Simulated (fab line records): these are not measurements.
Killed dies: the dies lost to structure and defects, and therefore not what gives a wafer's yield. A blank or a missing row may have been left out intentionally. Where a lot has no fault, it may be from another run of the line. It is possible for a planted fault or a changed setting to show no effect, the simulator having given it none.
Matching of chambers | flow gf180mcu | hdpcvd-02 running GF_V3_CVD_00: 3 sister chambers
The step deposits SiO2, target thk 600 nm, time 100 s. 3 wafers are shown with their chamber, then 7 later ones without.

== WAFERS PAIRED WITH THEIR CHAMBERS ==
wafer  | chamber | sih4FlowSccm (sccm)
L144.5 | 1       | 59.89
L144.6 | 0       | 59.83
L156.5 | 2       | 59.83

== WAFERS WITHOUT THEIR CHAMBER ==
wafer  | sih4FlowSccm (sccm)
L156.6 | 59.90
L157.3 | 59.46
L157.4 | 59.51
L157.5 | 59.90
L158.1 | 60.08
L158.2 | 60.01
L158.3 | 60.15

== THE CHAMBER EACH PASSED THROUGH ==
wafer  | from the rows above          | in truth
L156.6 | can't be placed: 1 or 0 or 2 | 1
L157.3 | can't be placed: 0 or 2 or 1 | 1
L157.4 | can't be placed: 0 or 2 or 1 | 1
L157.5 | can't be placed: 1 or 0 or 2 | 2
L158.1 | can't be placed: 1 or 0 or 2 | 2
L158.2 | can't be placed: 1 or 0 or 2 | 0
L158.3 | can't be placed: 1 or 0 or 2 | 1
Placed correctly: 0 of 7. From these rows, 7 cannot be placed; in 7 the true chamber is one of the candidates. Number placed wrongly: 0.
How it was worked out, from the rows above alone: a wafer's distance from a chamber is the root of the sum, over the readings, of the square of ((its reading less the chamber's mean) divided by the reading's scatter). If the next closest chamber is less than 2 further off than the closest, the wafer can't be placed; otherwise it belongs to the closest. A chamber's mean is the mean of its shown wafers. The scatter (one wafer shown for each chamber): square how far every hidden wafer sits from the nearest shown wafer, average those squares and take the square root.
